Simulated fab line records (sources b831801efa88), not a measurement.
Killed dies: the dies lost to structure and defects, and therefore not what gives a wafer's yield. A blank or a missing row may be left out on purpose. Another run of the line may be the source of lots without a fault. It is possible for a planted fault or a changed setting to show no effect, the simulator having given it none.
The tool behind it: which one? -- flow gf180mcu -- 13 lots, 38 wafers sampled, at 5 steps of a route of 602

== WHAT THE GAUGES SHOWED, per wafer ==
GF_LVPWELL_TW_MEAS_11. Usual: LVPWELL_TW 564, standard deviation 3.3.
lot,measured,on,LVPWELL_TW,flag
L680,day 3 20:53,filmMetro-01,561 563 561,
L681,day 4 04:43,filmMetro-01,560 563 560,
L682,day 4 09:01,filmMetro-03,564 565 567,
L683,day 4 14:20,filmMetro-03,563 565 568,
L684,day 4 19:58,filmMetro-04,564 566 564,
L685,day 5 01:10,filmMetro-04,567 565 569,
L687,day 5 12:46,filmMetro-03,561 561 559,
L688,day 5 18:04,filmMetro-04,566 568 566,
L690,day 6 06:35,filmMetro-03,567 568 567,
L691,day 6 10:29,filmMetro-01,566 564 566,
L692,day 6 16:52,filmMetro-03,565 566 566,
L693,day 6 20:56,filmMetro-03,568 564 567,
L702,day 9 05:02,filmMetro-03,567 567,

GF_VT_IMPLANT_OVL_MEAS_29. Usual: VT_IMPLANT_02_OVL -0.1 nm, standard deviation 1.4.
lot,measured,on,VT_IMPLANT_02_OVL (nm),flag
L680,day 6 19:22,overlay-01,0.6 -1.1 0.2,
L681,day 7 06:54,overlay-01,2.2 -0.2 1.6,
L682,day 7 10:26,overlay-02,-2.7 -1.9 -1.6,
L683,day 7 16:17,overlay-01,0.5 0.4 1.3,
L684,day 7 23:53,overlay-01,0.0 -0.5 1.0,
L685,day 8 05:58,overlay-02,0.5 2.5 2.4,
L687,day 8 19:38,overlay-01,2.5 0.6 -0.3,
L688,day 9 01:43,overlay-02,-4.2 -0.9 -0.6,
L690,day 9 15:57,overlay-01,1.8 0.4 -0.3,
L691,day 9 21:11,overlay-02,-0.8 -0.6 -0.6,
L692,day 10 05:55,overlay-01,-0.9 -2.1 1.0,
L693,day 10 09:04,overlay-01,0.2 1.4 0.5,
L702,day 13 02:49,overlay-01,3.4 0.5,

GF_VT_IMPLANT_RS_MEAS_49: the measuring method here is four-point-probe. Usual: MVPSD_RS 1167.6 ohm/sq, standard deviation 2.5.
lot,measured,on,MVPSD_RS (ohm/sq),flag
L680,day 7 11:58,filmMetro-04,1168.2 1166.8 1164.3,
L681,day 7 23:38,filmMetro-01,1167.9 1167.1 1169.6,
L682,day 8 03:56,filmMetro-01,1173.7 1171.0 1168.6,
L683,day 8 09:53,filmMetro-01,1163.9 1164.2 1164.1,
L684,day 8 17:56,filmMetro-01,1165.5 1168.5 1166.3,
L685,day 9 00:17,filmMetro-01,1168.4 1171.3 1166.3,
L687,day 9 14:12,filmMetro-01,1164.2 1163.6 1166.9,
L688,day 9 20:07,filmMetro-01,1168.7 1169.1 1167.6,
L690,day 10 10:22,filmMetro-04,1168.6 1167.7 1164.2,
L691,day 10 16:18,filmMetro-04,1167.0 1172.4 1168.8,
L692,day 11 01:01,filmMetro-04,1171.6 1167.0 1170.4,
L693,day 11 04:22,filmMetro-04,1163.2 1166.5 1166.4,
L702,day 14 00:25,filmMetro-03,1181.7 1170.0,OFF

== WHAT TOOL EACH LOT RAN ON (gives the tool, then ch and the chambers of the sampled wafers, and finally the start) ==
lot,GF_MVPSD_IMPLANT_08,GF_VT_IMPLANT_RTA_45
L680,"implanter-02 ch 0, day 4 23:50","rtpAnneal-01 ch 0, day 7 11:30"
L681,"implanter-02 ch 0, day 5 08:50","rtpAnneal-02 ch 0, day 7 23:11"
L682,"implanter-01 ch 0, day 5 12:43","rtpAnneal-01 ch 0, day 8 03:29"
L683,"implanter-02 ch 0, day 5 19:09","rtpAnneal-02 ch 0, day 8 09:25"
L684,"implanter-02 ch 0, day 6 00:51","rtpAnneal-01 ch 0, day 8 17:28"
L685,"implanter-01 ch 0, day 6 06:52","rtpAnneal-02 ch 0, day 8 23:49"
L687,"implanter-01 ch 0, day 6 18:31","rtpAnneal-01 ch 0, day 9 13:44"
L688,"implanter-02 ch 0, day 6 23:52","rtpAnneal-01 ch 0, day 9 19:39"
L690,"implanter-02 ch 0, day 7 13:37","rtpAnneal-01 ch 0, day 10 09:53"
L691,"implanter-02 ch 0, day 7 17:47","rtpAnneal-02 ch 0, day 10 15:50"
L692,"implanter-04 ch 0, day 8 01:07","rtpAnneal-01 ch 0, day 11 00:34"
L693,"implanter-04 ch 0, day 8 05:19","rtpAnneal-02 ch 0, day 11 03:55"
L702,"implanter-02 ch 0, day 10 17:10","rtpAnneal-01 ch 0, day 13 23:52"
- GF_MVPSD_IMPLANT_08
- GF_VT_IMPLANT_RTA_45: time 30 s.

== WHAT THE TOOLS THEMSELVES READ (means of the sampled wafers that have a number; where no wafer has one, the mark that the record gives instead) ==
GF_MVPSD_IMPLANT_08. Usual: doseIonsCm2 reads 1.5001e+13 (standard deviation 1.9e+10).
lot,tool,doseIonsCm2,flag
L680,implanter-02,1.4971e+13,
L681,implanter-02,1.5016e+13,
L682,implanter-01,1.4994e+13,
L683,implanter-02,1.5013e+13,
L684,implanter-02,1.5006e+13,
L685,implanter-01,1.5003e+13,
L687,implanter-01,1.5000e+13,
L688,implanter-02,1.5022e+13,
L690,implanter-02,1.5001e+13,
L691,implanter-02,1.5014e+13,
L692,implanter-04,1.4981e+13,
L693,implanter-04,1.5006e+13,
L702,implanter-02,1.4990e+13,

GF_VT_IMPLANT_RTA_45. Usual: lampPowerPct 34.48 %, standard deviation 0.04; wafer_temp_C_max 1055.6, standard deviation 1.5.
lot,tool,lampPowerPct (%),wafer_temp_C_max,flag
L680,rtpAnneal-01,34.48,1054.8,
L681,rtpAnneal-02,34.52,1056.5,
L682,rtpAnneal-01,34.48,1055.5,
L683,rtpAnneal-02,34.53,1057.0,
L684,rtpAnneal-01,34.44,1054.8,
L685,rtpAnneal-02,34.51,1055.4,
L687,rtpAnneal-01,34.51,1054.4,
L688,rtpAnneal-01,34.45,1054.5,
L690,rtpAnneal-01,34.45,1055.9,
L691,rtpAnneal-02,34.48,1056.2,
L692,rtpAnneal-01,34.45,1054.5,
L693,rtpAnneal-02,34.50,1056.7,
L702,rtpAnneal-01,34.41,1054.2,

== THE ANSWER, worked out from the rows above alone ==
Rule: take the mean of a lot's wafers that have a number; if it is more than 3 standard deviations from the usual mean, the lot is off. Also off: a lot with no number at a reading for which 4 or more lots have one. Any other lot the step has rows for is counted as sound. Order of review: gauges by route order, followed by the tools' own readings, for which a lot's mean as printed above is used. The first step at which some lot is off is used, and at that step the reading that is off furthest; a lot without a number counts as furthest.
Off: at GF_VT_IMPLANT_RS_MEAS_49 (MVPSD_RS), L702.
A tool fits if, at a process step before that reading, it ran every lot that is off, and no sound lot after the first of them. Gauges at GF_VT_IMPLANT_RS_MEAS_49: tried the same way as those tools. Can't be told from this: 3 tools fit, implanter-02 at GF_MVPSD_IMPLANT_08, rtpAnneal-01 at GF_VT_IMPLANT_RTA_45, filmMetro-03 at GF_VT_IMPLANT_RS_MEAS_49.

== WHAT THE SIMULATOR HAD PUT IN ==
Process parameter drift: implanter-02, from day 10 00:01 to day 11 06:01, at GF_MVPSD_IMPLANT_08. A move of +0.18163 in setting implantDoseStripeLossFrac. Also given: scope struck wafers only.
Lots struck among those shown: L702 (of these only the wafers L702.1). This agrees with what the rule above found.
